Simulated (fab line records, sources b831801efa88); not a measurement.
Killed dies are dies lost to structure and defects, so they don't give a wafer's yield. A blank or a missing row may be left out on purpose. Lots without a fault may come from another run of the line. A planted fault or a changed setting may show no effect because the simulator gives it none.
Chamber matching | flow gf180mcu | GF_V3_CVD_02 on pecvd-01: 3 sister chambers
The step deposits SiO2 from TEOS, target thk 850 nm, time 94.851 s. 22 wafers are shown with their chamber, then 11 later ones without.

WAFERS WITH THEIR CHAMBER
wafer  | chamber | heater_power_w (W)
L075.1 | 0       | 857
L075.2 | 1       | 813
L075.3 | 2       | 632
L075.4 | 2       | 515
L075.5 | 0       | 692
L075.6 | 1       | 829
L077.2 | 0       | 858
L077.4 | 0       | 702
L077.5 | 0       | 766
L078.1 | 0       | 798
L078.2 | 1       | 780
L078.3 | 1       | 839
L078.4 | 0       | 855
L078.5 | 1       | 669
L078.6 | 0       | 675
L089.1 | 2       | 662
L089.3 | 1       | 780
L089.6 | 0       | 834
L092.1 | 0       | 757
L092.2 | 2       | 637
L092.3 | 1       | 779
L092.4 | 2       | 515

SIGNATURES (means of the wafers above)
reading        | chamber 0 | chamber 1 | chamber 2 | scatter within a chamber
heater_power_w | 779.40    | 784.14    | 592.20    | 67.3
Rule: a wafer's distance from a chamber is the root of the sum, over the readings, of the square of ((its reading less the chamber's mean) divided by the reading's scatter). The wafer belongs to the nearest chamber; if the next one is less than 2 further off, it can't be placed. The scatter: the root of (the sum of the squares of (reading less its chamber's mean) over the shown wafers, divided by (wafers less chambers)).

WAFERS WITHOUT THEIR CHAMBER
wafer  | heater_power_w (W)
L092.5 | 820
L092.6 | 818
L094.4 | 681
L094.5 | 763
L094.6 | 772
L095.2 | 829
L095.4 | 709
L095.6 | 631
L096.4 | 619
L096.5 | 621
L096.6 | 754

WHICH CHAMBER EACH WENT THROUGH
wafer  | from the rows above          | in truth
L092.5 | can't be placed: 1 or 0      | 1
L092.6 | can't be placed: 1 or 0      | 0
L094.4 | can't be placed: 2 or 0 or 1 | 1
L094.5 | can't be placed: 0 or 1      | 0
L094.6 | can't be placed: 0 or 1      | 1
L095.2 | can't be placed: 1 or 0      | 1
L095.4 | can't be placed: 0 or 1 or 2 | 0
L095.6 | can't be placed: 2 or 0 or 1 | 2
L096.4 | can't be placed: 2 or 0      | 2
L096.5 | can't be placed: 2 or 0 or 1 | 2
L096.6 | can't be placed: 0 or 1      | 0
Placed correctly: 0 of 11. Can't be placed from these rows: 11 (the true chamber is among the candidates in 11). Placed wrongly: 0.
